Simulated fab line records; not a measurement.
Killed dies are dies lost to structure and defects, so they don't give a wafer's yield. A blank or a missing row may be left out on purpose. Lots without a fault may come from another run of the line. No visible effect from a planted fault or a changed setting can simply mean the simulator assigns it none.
Chamber matching	flow gf180mcu	GF_V3_CMP_04 on cmp-01 has 4 sister chambers
The step polishes SiO2. 4 wafers are shown with their chamber, then 8 later ones without.

EACH WAFER AND ITS CHAMBER
wafer	chamber	motor-current-A (A)
L288.4	3	13.2
L291.2	2	10.1
L291.6	0	13.7
L292.1	1	11.4

WAFERS WHOSE CHAMBER IS MISSING
wafer	motor-current-A (A)
L292.2	13.2
L292.6	13.1
L294.1	10.5
L294.3	11.5
L294.4	13.5
L307.1	13.8
L307.2	11.3
L307.5	14.0

CHAMBER TAKEN BY EACH
wafer	from the rows above	in truth
L292.2	3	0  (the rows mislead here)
L292.6	3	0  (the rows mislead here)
L294.1	2	2
L294.3	1	1
L294.4	can't be placed: 0 or 3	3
L307.1	0	0
L307.2	1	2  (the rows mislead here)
L307.5	0	0
4 of 8 placed correctly. Cannot be placed on the basis of these rows: 1; the candidates contain the true chamber in 1. 3 placed wrongly.
How it was worked out, from the rows above alone: a wafer's distance from a chamber is the root of the sum, over the readings, of the square of ((its reading less the chamber's mean) divided by the reading's scatter). The wafer belongs to the nearest chamber; if the next one is less than 2 further off, it can't be placed. The mean given for a chamber averages the wafers shown for that chamber. The scatter: with one shown wafer a chamber, the root of the mean of the squares of how far each hidden wafer lies from its nearest shown one.
